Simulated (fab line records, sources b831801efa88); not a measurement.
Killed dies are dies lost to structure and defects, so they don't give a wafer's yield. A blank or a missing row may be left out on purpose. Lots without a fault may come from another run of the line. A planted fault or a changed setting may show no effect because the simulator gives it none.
Problem report in the 8D (eight disciplines) form, filled by code | flow gf180mcu | the parts of the form that need people (team, actions taken, sign-off) are left out

1. THE PROBLEM
strip_time_to_endpoint_s at GF_MVSD_STRIP_10 reads a mean of 19.02 s on 6 wafers of 2 lots; wafers without a fault read 36.92 s with a standard deviation of 0.094. That is -99 or more standard deviations from the usual mean.
The step: strips in O2/N2.
First seen on wafer L435.2, day 7 03:52, on plasma_asher-02. The record holds 42 wafers of 14 lots with a number at this step. Rule for "out", or "out of limits": more than 4 standard deviations from the usual mean. The other wafers with a number count as sound.

2. WHAT IT IS AND WHAT IT IS NOT
question                    | is                       | is not
which readings at this step | strip_time_to_endpoint_s | drypump_motor_current_A, heater_power_w, platen_temp_c
which lots                  | L435, L437               | L424, L425, L426, L427, L428, L429, L431, L440, L442, L444, L446, L447
which wafers of those lots  | all that have a number   | -
read on which tools         | plasma_asher-02          | plasma_asher-01, plasma_asher-03
when                        | from day 7 03:52         | up to then (21 sound wafers); but 15 sound wafers of L440, L442, L444, L446, L447 came after

3. SUSPECTS, AND WHAT RULES EACH OUT
Counting: a tool at a process step up to the reading stays a suspect if it ran every lot that is out and no sound lot after the first of them.
- plasma_asher-03 at GF_STI_STRIP_15 (strips in O2/N2): ruled out as a lasting fault. Sound lots L442 ran on it after its first lot that is out, L435 (day 4 11:53).
- litho_track-02 at GF_MVSD_COAT_02 (resist thk 3000 nm): kept. It ran every lot that is out, first L435 (day 6 19:33), and no sound lot after that; its last sound lot up to then is L429 (day 5 08:43).
- plasma_asher-02 at GF_MVSD_STRIP_10 (strips in O2/N2): kept. It ran every lot that is out, first L435 (day 7 03:52), and no sound lot after that; its last sound lot up to then is L424 (day 4 12:03). Its own readings are out on those wafers: strip_time_to_endpoint_s.
Left after counting: litho_track-02 at GF_MVSD_COAT_02, plasma_asher-02 at GF_MVSD_STRIP_10.

4. THE CAUSE (what the simulator had put in)
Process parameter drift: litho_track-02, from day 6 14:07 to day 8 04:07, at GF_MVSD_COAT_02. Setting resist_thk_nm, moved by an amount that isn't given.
Counting left 2 suspects, and this tool is among them.

5. THE CHAIN OF EFFECTS, in route order
Each row: a reading whose mean over the struck wafers that have a number lies more than 3 standard deviations from the usual. Only readings for which the record gives a usual standard deviation are gone through. hours: the time from each lot's start at the first step in this table that gives one to its start at this step, as a median over the lots. sigmas: the change in usual standard deviations.
hours | step             | reading                  | usual   | on struck wafers | change | sigmas
0     | GF_MVSD_STRIP_10 | strip_time_to_endpoint_s | 36.92 s | 19.02            | -17.90 | -99 or more
The process steps in it:
- GF_MVSD_STRIP_10: strips in O2/N2.
Later measuring or inspecting steps at which every struck wafer that the step has a row for has a number for every such reading, and none has moved that far: GF_MVPSD_OVL_MEAS_07.

6. WHAT WOULD HAVE CAUGHT IT SOONER
In this record the first reading out of limits was taken at day 7 03:52, 14 hours after the fault began at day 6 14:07.
Of the tool readings at GF_MVSD_COAT_02 for which the record gives a usual standard deviation, none was out on any struck wafer, so an alarm limit of 4 standard deviations on them would not have fired.
Of the lots that are out (2), L437 began GF_MVSD_COAT_02 on litho_track-02 after day 7 03:52. A hold on the tool at that time would have spared it.
